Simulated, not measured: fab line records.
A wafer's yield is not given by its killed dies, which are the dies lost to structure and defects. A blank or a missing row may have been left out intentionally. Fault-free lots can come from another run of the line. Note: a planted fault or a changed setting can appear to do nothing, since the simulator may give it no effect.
Which tool was responsible? | flow sky130 | 14 lots with 42 wafers sampled at 2 steps, on a route of 708 steps

WHAT EACH GAUGE READ, for each wafer
SKY_GATE_OXIDE_OVL_MEAS_10. Usual: for GATE_OXIDE_OVL the level is 0.5 nm and the standard deviation is 1.5.
lot  | measured     | on         | GATE_OXIDE_OVL (nm) | flag
L892 | day 14 04:58 | overlay-01 | 0.0 1.1 -1.1        | 
L893 | day 14 23:30 | overlay-01 | -2.1 -0.7 -1.9      | 
L894 | day 14 22:18 | overlay-02 | 0.9 -0.2 0.7        | 
L897 | day 15 03:05 | overlay-02 | -1.9 -0.5 -1.3      | 
L898 | day 16 08:48 | overlay-02 | 4.2 5.9 4.5         | 
L899 | day 16 09:00 | overlay-01 | -1.8 1.1 0.9        | 
L901 | day 16 21:23 | overlay-02 | 0.6 -2.5 -0.1       | 
L906 | day 18 12:11 | overlay-01 | 1.4 0.3 2.8         | 
L912 | day 20 23:57 | overlay-02 | -0.4 0.1 0.5        | 
L913 | day 21 08:26 | overlay-01 | 0.9 0.0 -1.7        | 
L914 | day 21 11:48 | overlay-01 | 3.8 2.6 3.1         | 
L915 | day 21 21:13 | overlay-02 | 1.0 -0.9 1.0        | 

EACH LOT AND THE TOOL THAT RAN IT (in order: tool; ch and the chambers of the sampled wafers; start)
lot  | SKY_FIELD_ISO_WET_ETCH_18
L892 | wetBench-01 ch 3, day 2 05:20
L893 | wetBench-02 ch 0, day 2 10:50
L894 | wetBench-02 ch 1, day 2 17:32
L897 | wetBench-01 ch 2, day 3 05:09
L898 | wetBench-02 ch 2, day 3 18:23
L899 | wetBench-01 ch 1, day 3 19:20
L901 | wetBench-01 ch 2, day 4 03:59
L906 | wetBench-03 ch 2, day 5 05:59
L909 | wetBench-01 ch 2, day 5 22:23
L910 | wetBench-02 ch 0, day 6 03:35
L912 | wetBench-01 ch 3, day 6 13:32
L913 | wetBench-02 ch 3, day 6 18:20
L914 | wetBench-03 ch 1, day 6 23:11
L915 | wetBench-02 ch 3, day 7 05:17
- SKY_FIELD_ISO_WET_ETCH_18: etches Si3N4 in H3PO4, target depth 25 nm, time 286 s.

WHAT THE TOOLS THEMSELVES READ (means of the sampled wafers that have a number; where no wafer has one, the mark that the record gives instead)
SKY_FIELD_ISO_WET_ETCH_18. Usual: bathGuardTempC 160.2 C, standard deviation 0.48; bathHeatDutyPct 26 %, standard deviation 3.5.
lot  | tool        | bathGuardTempC (C) | bathHeatDutyPct (%) | flag
L892 | wetBench-01 | 160.3              | 28                  | 
L893 | wetBench-02 | 159.5              | 28                  | 
L894 | wetBench-02 | 161.2              | 25                  | 
L897 | wetBench-01 | 160.0              | 27                  | 
L898 | wetBench-02 | 159.8              | 28                  | 
L899 | wetBench-01 | 160.3              | 30                  | 
L901 | wetBench-01 | 159.5              | 27                  | 
L906 | wetBench-03 | 160.3              | 30                  | 
L909 | wetBench-01 | -                  | -                   | OFF
L910 | wetBench-02 | -                  | -                   | OFF
L912 | wetBench-01 | 160.3              | 28                  | 
L913 | wetBench-02 | 159.6              | 25                  | 
L914 | wetBench-03 | 160.3              | 21                  | 
L915 | wetBench-02 | 159.7              | 24                  | 

THE ANSWER, worked out from the rows above alone
Rule: take the mean of a lot's wafers that have a number; if it is more than 3 standard deviations from the usual mean, the lot is off. Also off: a lot with no number at a reading for which 4 or more lots have one. All remaining lots with rows at the step are treated as sound. Order of review: gauges by route order, followed by the tools' own readings, for which a lot's mean as printed above is used. At the first step where some lot is off, the reading lying furthest off is the one used; lots without a number count as furthest.
Off, at SKY_FIELD_ISO_WET_ETCH_18 on bathGuardTempC: L909, L910. Without a number there: L909, L910.
If a tool, at that step or one of the process steps before it, ran each lot that is off and ran no sound lot following the first of them, it fits. Not one of the candidates tried fits.

WHAT THE SIMULATOR HAD PUT IN
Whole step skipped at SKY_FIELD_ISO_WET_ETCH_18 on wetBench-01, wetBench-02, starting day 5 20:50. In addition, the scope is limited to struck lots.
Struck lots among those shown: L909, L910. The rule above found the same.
